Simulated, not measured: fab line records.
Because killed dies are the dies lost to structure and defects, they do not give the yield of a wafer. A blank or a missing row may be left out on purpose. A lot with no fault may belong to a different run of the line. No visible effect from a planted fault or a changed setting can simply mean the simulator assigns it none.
Problem report in the 8D (eight disciplines) form, filled by code    flow sky130    the parts of the form that need people (team, actions taken, sign-off) are left out

== 1. PROBLEM STATEMENT ==
Wafers without a fault read 176.3 s, standard deviation 2.9; run length s at SKY_GATE_OXIDE_CLEAN_00 reads a mean of 100.7 s on 6 wafers belonging to 2 lots. That puts it -26 standard deviations away from the usual mean.
The step: cleans in SC1/SC2, time 150 s.
First seen on wafer L745.2, day 17 09:47, on wet bench-02. The record has a number at this step for 18 wafers belonging to 6 lots. Rule for "out", or "out of limits": more than 4 standard deviations from the usual mean. All remaining wafers that have a number are taken as sound.

== 2. WHAT IT IS, WHAT IT ISN'T ==
question                     is                      is not
which readings at this step  run length s            -
which lots                   L745, L746              L732, L741, L753, L754
which wafers of those lots   all that have a number  -
read on which tools          wet bench-02            wet bench-04
when                         from day 17 09:47       up to then (6 sound wafers); but 6 sound wafers of L753, L754 came after

== 3. SUSPECTS, AND WHAT RULES EACH OUT ==
Counting: any tool at a process step up to the reading is kept as a suspect provided that every lot that is out went through it and no sound lot did after the first of them.
- wet bench-02 at SKY_GATE_OXIDE_CLEAN_00 (cleans in SC1/SC2, time 150 s): ruled out as a lasting fault. After its first lot that is out, L745 (day 17 09:47), sound lots L753 ran on it.
Left after counting: nothing in the record.

== 4. THE CAUSE (what the simulator had put in) ==
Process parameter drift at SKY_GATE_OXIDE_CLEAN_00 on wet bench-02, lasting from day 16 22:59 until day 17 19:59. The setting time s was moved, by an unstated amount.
Counting ruled it out, wrongly.

== 5. SEQUENCE OF EFFECTS, ordered by route ==
One row per reading whose mean, taken over the struck wafers that have a number, lies over 3 standard deviations from the usual. Readings are gone through only where the record gives a usual standard deviation; hours: the median, over the lots, of the time from a lot's start at the first step in this table giving one to that lot's start at this step; sigmas: the change measured in usual standard deviations.
hours  step                     reading       usual    on struck wafers  change  sigmas
0      SKY_GATE_OXIDE_CLEAN_00  run length s  176.3 s  100.7             -75.6   -26
Its process steps:
- SKY_GATE_OXIDE_CLEAN_00: cleans in SC1/SC2, time 150 s.
Later steps that measure or inspect, where all struck wafers having a row at the step show a number for every such reading and not one has moved that far: SKY_GATE_OXIDE_THK_MEAS_02, SKY_GATE_OXIDE_OVL_MEAS_10, SKY_GATE_OXIDE_TW_MEAS_14.

== 6. WHAT WOULD HAVE CAUGHT IT SOONER ==
In this record the first reading out of limits was taken at day 17 09:47, 11 hours after the fault began at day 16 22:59.
